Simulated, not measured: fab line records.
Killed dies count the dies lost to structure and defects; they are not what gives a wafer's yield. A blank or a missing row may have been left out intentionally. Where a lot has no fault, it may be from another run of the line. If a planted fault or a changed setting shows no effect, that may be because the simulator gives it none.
A lot that was struck, set against a sound lot / flow sfq_line / 14 out of 325 route steps
Sound: the wafers L976.3, L976.5, L976.6. Wafers struck: L984.1, L984.2, L984.4. The cause is named last.
Each step with rows lists, per side, the tool, then ch with its chambers, then its first start. Under that, the readings that differ: sound wafers / struck wafers / difference of the means / sigmas: that difference in standard deviations of wafers without a fault.
alike: readings whose means differ by less than 2 such deviations, and words and numbers that are the same on both sides. not compared: withheld readings, readings that some wafer has no value for, bounds like >300 that may hide the same value, and numbers for which the record gives no deviation and whose values overlap.
Wherever a step has rows on one side only, a row that says differs or no value, or a row with sigmas, the two part there. Non-overlapping numbers with no deviation appear without sigmas and do not part them. A reading that every wafer of one side lacks parts them only if that side has two wafers or more.

SFQ_INCOMING_BOW_MEAS_900:
  sound on film_metro-01, day 1 15:02; struck on film_metro-01, day 3 07:00
  alike: INCOMING_BOW
then, 1 step without rows for these wafers: SFQ_TRILAYER_INCOMING_OXIDATION_002 (target thk 500 nm, ox time 4939 s).
SFQ_TRILAYER_L0_DEP_SPUTTER_003: material MoNx KI, target thk 40 nm, time 100 s.
  sound on pvd_sputter-03, day 1 17:29; struck on pvd_sputter-04, day 3 09:29
  no value came back on the struck wafers for base_pressure_pa (Pa), cathode_dc_power_W (W), chamber_pressure_pa (Pa), throttle_valve_pct (%); on the sound wafers base_pressure_pa (Pa) reads 1.22e-06 1.3e-06 1.32e-06
SFQ_L0_RS_MEAS_901: uses a four-point probe to measure.
  sound on film_metro-04, day 1 17:36; struck on film_metro-04, day 3 09:34
reading=L0_MONX_KI_RS (ohm/sq); sound=43.4 43.8 44.1; struck=- - -; difference=no value on the struck wafers; sigmas=
SFQ_L0_THK_MEAS_902: measures by xrf.
  sound on film_metro-04, day 1 17:42; struck on film_metro-04, day 3 09:41
reading=L0_MONX_KI_THK (nm); sound=39.9 39.7 39.2; struck=<0.0 <0.0 <0.0; difference=differs; sigmas=
then, 6 steps without rows for these wafers: SFQ_TRILAYER_L0_LITHO_COAT_010 (resist thk 62 nm); SFQ_TRILAYER_L0_LITHO_COAT_005 (resist thk 600 nm); SFQ_TRILAYER_L0_LITHO_SOFTBAKE_009; SFQ_TRILAYER_L0_LITHO_EXPOSE_006 (exposes mask L0, target cd 2000 nm); SFQ_TRILAYER_L0_LITHO_PEB_008 (peb time 60 s); SFQ_TRILAYER_L0_LITHO_DEVELOP_007 (time 60 s).
-- the record jumps here: 2 days lie between the struck wafers' starts before and after --
SFQ_TRILAYER_L0_BARC_OPEN_METAL_ETCH_010: etches BARC in O2, target depth 125 nm, time 41.7 s.
  sound on rie_metal-03 ch 0,1, day 3 19:11; struck on rie_metal-02 ch 0,1, day 5 11:19
reading=oes_product_au (a.u.); sound=0.677 0.684 0.681; struck=0.691 0.694 0.684; difference=+0.009; sigmas=+2
  alike: drypump_motor_current_A
  not compared: rf_hours_counter_h
SFQ_TRILAYER_L0_ETCH_METAL_ETCH_008: etches MoNx KI in SF6/O2, stops on SiO2, target depth 50 nm, time 25 s.
  sound on rie_metal-03 ch 0,1, day 3 19:14; struck on rie_metal-02 ch 0,1, day 5 11:22
reading=oes_product_au (a.u.); sound=0.876 0.879 0.870; struck=0.977 0.976 0.972; difference=+0.100; sigmas=+16
  alike: drypump_motor_current_A
  not compared: rf_hours_counter_h
SFQ_TRILAYER_L0_STRIP_STRIP_009: strips in O2.
  sound on rie_metal-03 ch 0,1, day 3 19:28; struck on rie_metal-02 ch 0,1, day 5 11:25
  alike: drypump_motor_current_A, oes_product_au, platen_temp_c
  not compared: rf_hours_counter_h

## WHERE THEY PART
At SFQ_TRILAYER_L0_DEP_SPUTTER_003 first; at SFQ_TRILAYER_L0_ETCH_METAL_ETCH_008 last (within this record only). Later steps at which nothing parts them and some readings are alike: SFQ_TRILAYER_L0_STRIP_STRIP_009.

WHY: whatever the simulator had introduced
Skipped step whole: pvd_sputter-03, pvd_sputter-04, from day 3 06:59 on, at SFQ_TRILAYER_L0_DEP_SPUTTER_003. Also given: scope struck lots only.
